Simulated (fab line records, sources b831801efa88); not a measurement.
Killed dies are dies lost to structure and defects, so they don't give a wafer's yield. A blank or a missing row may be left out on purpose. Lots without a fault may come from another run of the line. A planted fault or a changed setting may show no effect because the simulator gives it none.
One fault seen from 2 desks | flow gf180mcu | each desk has only its own numbers; what lay behind them comes last

THE METROLOGY DESK
What the gauges read, lot by lot, whatever tool the lot ran on: means of the sampled wafers that have a number. A lot is out of limits, marked OUT, if its mean lies more than 4 standard deviations from the usual mean; the brackets give that distance.
Columns: A = CONTACT_CVD_02_THK at GF_CONTACT_THK_MEAS_03, usual 856 nm; B = CONTACT_W_RS at GF_CONTACT_RS_MEAS_25, usual 0.385 ohm/sq
lot  | first seen here | A   | B
L594 | day 14 20:56    | 852 | 0.381
L595 | day 15 07:18    | 852 | 0.387
L596 | day 16 17:47    | 843 | 0.380
L597 | day 16 23:13    | 868 | 0.386
L599 | day 16 23:55    | 872 | 0.382
L600 | day 17 07:43    | 861 | 0.383
L601 | day 17 21:41    | 872 | 0.382
L609 | day 20 18:05    | 851 | 0.389
L610 | day 21 04:02    | 850 | 0.385
L611 | day 21 07:40    | 841 | 0.387
L613 | day 22 01:01    | 855 | 0.386
L614 | day 22 12:01    | 853 | 0.387
L616 | day 22 23:37    | 858 | 0.383
L617 | day 23 08:47    | 847 | 0.382
This desk's finding: nothing out of limits on any of the 14 lots.

THE TOOL OWNER'S DESK: cmp-02
The tool's own readings at GF_CONTACT_CMP_27 (polishes, stops on SiO2, t overpolish 15 s, target thk 0 nm): means of the sampled wafers that have a number, for each lot that ran on this tool. A lot is out of limits, marked OUT, if its mean lies more than 4 standard deviations from the usual mean; the brackets give that distance.
Columns: A = edge_zone_pressure_frac at GF_CONTACT_CMP_27, usual 0.999; B = head_pressure_psi at GF_CONTACT_CMP_27, usual 3.500 psi; C = motor_current_A at GF_CONTACT_CMP_27, usual 10.1 A; D = overpolish_run_s at GF_CONTACT_CMP_27, usual 14.999 s; E = time_to_endpoint_s at GF_CONTACT_CMP_27, usual 73 s
lot  | first seen here | A     | B               | C    | D      | E
L597 | day 17 22:56    | 0.994 | 3.501           | 9.8  | 15.002 | 72
L599 | day 17 23:49    | 1.004 | 3.494           | 9.8  | 15.003 | 70
L600 | day 18 08:11    | 1.004 | 3.606 (+14) OUT | 11.3 | 15.004 | 67
L601 | day 18 22:21    | 0.997 | 3.715 (+29) OUT | 11.0 | 14.997 | 65
L611 | day 22 08:40    | 1.000 | 3.504           | 11.2 | 14.998 | 75
L613 | day 23 01:12    | 0.997 | 3.504           | 9.7  | 14.996 | 76
L614 | day 23 12:10    | 1.001 | 3.506           | 10.6 | 14.999 | 72
L617 | day 24 08:46    | 1.007 | 3.498           | 11.3 | 15.002 | 72
This desk's finding: out of limits on L600, L601; first on L600, day 18 08:11 (head_pressure_psi at GF_CONTACT_CMP_27). In limits: L597, L599, L611, L613, L614, L617.

PUT TOGETHER
The tool owner's desk could have raised an alarm at day 18 08:11, on L600, L601.
The metrology desk saw nothing out of limits.
The metrology desk has L600, L601 on record, within its limits.
Of the lots named, all ran GF_CONTACT_CMP_27 on cmp-02.

WHAT THE SIMULATOR HAD PUT IN
Process parameter drift: cmp-02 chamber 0, from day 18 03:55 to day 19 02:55, at GF_CONTACT_CMP_27. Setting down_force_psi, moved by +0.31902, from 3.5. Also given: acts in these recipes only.
Lots struck among those shown: L600, L601.
Hours from the fault's start to each desk's first reading out of limits: the tool owner's desk, 4.
